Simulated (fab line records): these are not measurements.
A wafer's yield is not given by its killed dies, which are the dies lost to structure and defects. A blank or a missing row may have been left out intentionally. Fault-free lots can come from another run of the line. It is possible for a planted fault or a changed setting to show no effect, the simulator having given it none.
The tool behind it: which one? + flow gf180mcu + 12 lots, 36 wafers sampled, at 2 steps of a route of 602

WHAT THE GAUGES SHOWED, per wafer
GF_PASSIVATION_THK_MEAS_03. Usual: for PASSIVATION_CVD_02_THK the level is 700 nm and the standard deviation is 8.4.
| lot  | measured     | on            | PASSIVATION_CVD_02_THK (nm) | flag |
|------|--------------|---------------|-----------------------------|------|
| L961 | day 28 14:49 | film_metro-01 | 686 704 698                 |      |
| L963 | day 29 02:02 | film_metro-02 | 700 711 708                 |      |
| L965 | day 29 15:11 | film_metro-02 | 688 698 699                 |      |
| L966 | day 30 02:12 | film_metro-02 | 682 699 705                 |      |
| L967 | day 30 03:39 | film_metro-02 | 701 710 718                 |      |
| L970 | day 31 04:36 | film_metro-04 | 680 693 706                 |      |
| L973 | day 32 01:22 | film_metro-01 | 702 697 711                 |      |
| L974 | day 32 06:36 | film_metro-02 | 694 691 696                 |      |
| L979 | day 33 11:52 | film_metro-02 | 699 700 713                 |      |
| L980 | day 33 17:58 | film_metro-02 | 686 709 705                 |      |
| L982 | day 34 01:26 | film_metro-04 | 683 700 702                 |      |
| L983 | day 34 07:07 | film_metro-02 | 710 710 705                 |      |

TOOL THAT RAN EACH LOT (tool first, then ch and the chambers of the sampled wafers, then the start)
| lot  | GF_TOP_METAL_SPUTTER_04      |
|------|------------------------------|
| L961 | pvd_sputter-02, day 27 18:02 |
| L963 | pvd_sputter-02, day 28 05:20 |
| L965 | pvd_sputter-03, day 28 18:27 |
| L966 | pvd_sputter-01, day 29 05:31 |
| L967 | pvd_sputter-01, day 29 07:37 |
| L970 | pvd_sputter-01, day 30 09:05 |
| L973 | pvd_sputter-01, day 31 06:52 |
| L974 | pvd_sputter-03, day 31 12:32 |
| L979 | pvd_sputter-02, day 32 18:47 |
| L980 | pvd_sputter-02, day 33 01:29 |
| L982 | pvd_sputter-03, day 33 08:37 |
| L983 | pvd_sputter-03, day 33 14:52 |
- GF_TOP_METAL_SPUTTER_04: material TiN, target thk 25 nm, time 20.8 s.

AS READ BY THE TOOLS THEMSELVES (means over the sampled wafers that have a number; for cases with no such wafer, the mark the record gives instead)
GF_TOP_METAL_SPUTTER_04. Usual: cathode_dc_power_W 6500.1 W, standard deviation 1.3; throttle_valve_pct 29.9 %, standard deviation 0.79.
| lot  | tool           | cathode_dc_power_W (W) | throttle_valve_pct (%) | flag |
|------|----------------|------------------------|------------------------|------|
| L961 | pvd_sputter-02 | 6500.3                 | 30.5                   |      |
| L963 | pvd_sputter-02 | 6500.4                 | 29.6                   |      |
| L965 | pvd_sputter-03 | 6499.7                 | 30.1                   |      |
| L966 | pvd_sputter-01 | 6499.7                 | 30.0                   |      |
| L967 | pvd_sputter-01 | 6500.6                 | 29.5                   |      |
| L970 | pvd_sputter-01 | 6499.2                 | 30.7                   |      |
| L973 | pvd_sputter-01 | 6500.2                 | 29.8                   |      |
| L974 | pvd_sputter-03 | 6499.9                 | 29.5                   |      |
| L979 | pvd_sputter-02 | 6501.3                 | 29.4                   |      |
| L980 | pvd_sputter-02 | 6500.3                 | 30.0                   |      |
| L982 | pvd_sputter-03 | 6500.2                 | 29.4                   |      |
| L983 | pvd_sputter-03 | 6499.5                 | 29.4                   |      |

THE ANSWER, worked out from the rows above alone
Rule: take the mean of a lot's wafers that have a number; if it is more than 3 standard deviations from the usual mean, the lot is off. A lot without any number at a reading at which 4 lots or more have one is off too. Any other lot the step has rows for is counted as sound. Order of review: gauges by route order, followed by the tools' own readings, for which a lot's mean as printed above is used. The first step at which some lot is off is used, and at that step the reading that is off furthest; a lot without a number counts as furthest.
No lot is off on any of the readings shown, so nothing can be concluded from this.

WHAT THE SIMULATOR HAD PUT IN
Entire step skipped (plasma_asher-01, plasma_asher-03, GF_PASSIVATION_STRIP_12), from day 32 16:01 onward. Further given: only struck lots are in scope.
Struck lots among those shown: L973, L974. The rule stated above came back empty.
